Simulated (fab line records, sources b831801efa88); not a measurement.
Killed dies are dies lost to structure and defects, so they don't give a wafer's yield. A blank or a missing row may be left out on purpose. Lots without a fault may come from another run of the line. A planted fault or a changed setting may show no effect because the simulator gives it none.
Which tool did it? | flow gf180mcu | 6 lots, 18 wafers sampled, at 3 steps of a route of 602

WHAT THE GAUGES READ, wafer by wafer
GF_HV_LDD_RS_MEAS_53: measures by four-point-probe.
lot  | measured     | on            | HV_LDD_RS (ohm/sq)
L466 | day 12 14:48 | film_metro-03 | 418.8 418.8 418.4
L469 | day 13 18:15 | film_metro-03 | 418.7 419.3 418.6
L471 | day 14 13:14 | film_metro-01 | 418.0 418.9 418.5
L478 | day 16 17:17 | film_metro-02 | 417.2 416.9 418.1
L480 | day 17 12:06 | film_metro-02 | - - -
L485 | day 18 23:43 | film_metro-03 | 419.0 417.4 417.7

WHICH TOOL RAN EACH LOT (tool, then ch and the chambers of the sampled wafers, then the start)
lot  | GF_HV_LDD_IMPLANT_33            | GF_HV_LDD_STRIP_49
L466 | implanter-01 ch 0, day 11 18:26 | plasma_asher-01 ch 0, day 12 14:31
L469 | implanter-01 ch 0, day 12 21:20 | plasma_asher-02 ch 0,1, day 13 17:58
L471 | implanter-04 ch 0, day 13 15:20 | plasma_asher-02 ch 0,1, day 14 12:58
L478 | implanter-04 ch 0, day 15 18:20 | plasma_asher-04 ch 0,1, day 16 17:01
L480 | implanter-01 ch 0, day 16 12:39 | plasma_asher-02 ch 0,1, day 17 11:49
L485 | implanter-04 ch 0, day 17 23:29 | plasma_asher-01 ch 0,1, day 18 23:19
- GF_HV_LDD_IMPLANT_33
- GF_HV_LDD_STRIP_49: strips in O2/N2.

THE ANSWER, worked out from the rows above alone
Rule: what is usual is taken from the lots themselves. Put in order of their means at a reading, lots are off if they are a third of the lots or fewer, leave a main group of 4 or more, and stand apart from it by a gap of 3 or more times the standard deviation of the main group's means; of several such gaps the widest counts. A main group whose means are all the same, to the digits that the tables above print for the reading, isn't used. A lot without any number at a reading at which 4 lots or more have one is off too. The other lots that the step has rows for count as sound.
Off: L480, at GF_HV_LDD_RS_MEAS_53 (HV_LDD_RS). Without a number there: L480. The main group: mean 418.3 ohm/sq, standard deviation 0.52.
A tool fits if, at a process step before that reading, it ran every lot that is off, and no sound lot after the first of them. The gauges at GF_HV_LDD_RS_MEAS_53 are tried like those tools. Can't be told from this: 3 tools fit, implanter-01 at GF_HV_LDD_IMPLANT_33, plasma_asher-02 at GF_HV_LDD_STRIP_49, film_metro-02 at GF_HV_LDD_RS_MEAS_53.

WHAT THE SIMULATOR HAD PUT IN
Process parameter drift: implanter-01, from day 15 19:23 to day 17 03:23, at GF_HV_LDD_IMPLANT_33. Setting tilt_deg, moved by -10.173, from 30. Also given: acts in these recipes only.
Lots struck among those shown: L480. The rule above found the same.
